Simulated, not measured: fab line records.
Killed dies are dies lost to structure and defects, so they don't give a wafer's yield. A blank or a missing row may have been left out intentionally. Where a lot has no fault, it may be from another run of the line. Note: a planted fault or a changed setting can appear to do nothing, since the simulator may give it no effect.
Problem report in the 8D (eight disciplines) form, filled by code + flow sky130 + the parts of the form that need people (team, actions taken, sign-off) are left out

1. PROBLEM STATEMENT
Mean SPACER_CVD_00_THK at SKY_SPACER_THK_MEAS_01: 39.8 nm over 9 wafers in 3 lots; fault-free wafers: 43.1 nm, standard deviation 0.42. That puts it -7.8 standard deviations away from the usual mean.
Seen first at day 30 01:41 on filmMetro-04, wafer L653.3. At this step, 30 wafers from 10 lots have a number in the record. Rule for "out" (also "out of limits"): further than 4 standard deviations from the usual mean. The other wafers with a number count as sound.

2. WHAT THIS IS AND IS NOT
| question                    | is                         | is not                                   |
|-----------------------------|----------------------------|------------------------------------------|
| which readings at this step | SPACER_CVD_00_THK          | -                                        |
| which lots                  | L653, L655, L656           | L635, L636, L637, L641, L642, L646, L650 |
| which wafers of those lots  | all that have a number     | -                                        |
| read on which gauges        | filmMetro-01, filmMetro-04 | filmMetro-02                             |
| when                        | from day 30 01:41          | up to then (21 sound wafers)             |

3. SUSPECTS, AND WHAT RULES EACH OUT
Counting: a tool at a process step up to the reading stays a suspect if it ran every lot that is out and no sound lot after the first of them.
- the gauge at SKY_SPACER_THK_MEAS_01 is ruled out. 2 gauges (filmMetro-01, filmMetro-04) read the wafers that are out.
- lpcvd-02 at SKY_SPACER_CVD_00 (deposits Si3N4 from DCS/NH3, target thk 43.1 nm, time 740 s): kept. It ran every lot that is out, first L653 (day 30 00:27), and no sound lot after that; its last sound lot up to then is L650 (day 28 04:17). Its own readings are out on those wafers: susceptorTempC.
The count leaves lpcvd-02 at SKY_SPACER_CVD_00.

4. THE CAUSE (what the simulator had put in)
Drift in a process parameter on lpcvd-02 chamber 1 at SKY_SPACER_CVD_00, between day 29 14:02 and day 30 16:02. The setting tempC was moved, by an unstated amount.
The count eliminated every tool but this one.

5. THE EFFECT CHAIN, in route order
Each row: a reading where the mean over the struck wafers with a number is more than 3 standard deviations away from the usual. Only readings whose record carries a usual standard deviation are examined. hours: median over the lots of the time between each lot's start at the first step of this table that gives one and its start at this step. sigmas: the change, counted in usual standard deviations.
| hours | step                   | reading           | usual      | on struck wafers | change | sigmas |
|-------|------------------------|-------------------|------------|------------------|--------|--------|
| 0     | SKY_SPACER_CVD_00      | spikeTcLowerC     | 770.3 C    | 766.0            | -4.3   | -4.7   |
| 0     | SKY_SPACER_CVD_00      | spikeTcUpperC     | 770.5 C    | 765.9            | -4.6   | -3.3   |
| 0     | SKY_SPACER_CVD_00      | susceptorTempC    | 770.1 C    | 766.3            | -3.8   | -11    |
| 1     | SKY_SPACER_THK_MEAS_01 | SPACER_CVD_00_THK | 43.1 nm    | 39.8             | -3.3   | -7.8   |
| 1     | SKY_SPACER_ETCHBACK_02 | oesProductAu      | 0.855 a.u. | 0.820            | -0.035 | -5.4   |
Its process steps:
- SKY_SPACER_CVD_00: deposits Si3N4 from DCS/NH3, target thk 43.1 nm, time 740 s.
- SKY_SPACER_ETCHBACK_02: etches Si3N4 in CH3F/O2, stops on SiO2, time 46.7 s, target depth 45 nm.
At these later measuring or inspecting steps, every struck wafer for which the step has a row has a number for every such reading, and none has moved that far: SKY_METAL1_RS_MEAS_05.

6. HOW IT WOULD HAVE BEEN CAUGHT EARLIER
In this record the first reading out of limits at a measuring or inspecting step was taken at day 30 01:41, 12 hours after the fault began at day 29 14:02.
At SKY_SPACER_CVD_00, the tool's own readings (susceptorTempC) were out on each struck wafer the step has a row for, so an alarm limit on them would have fired on the first such wafer.
Of the lots that are out (3), L655, L656 began SKY_SPACER_CVD_00 on lpcvd-02 after day 30 01:41. A hold on the tool at that time would have spared those 2.
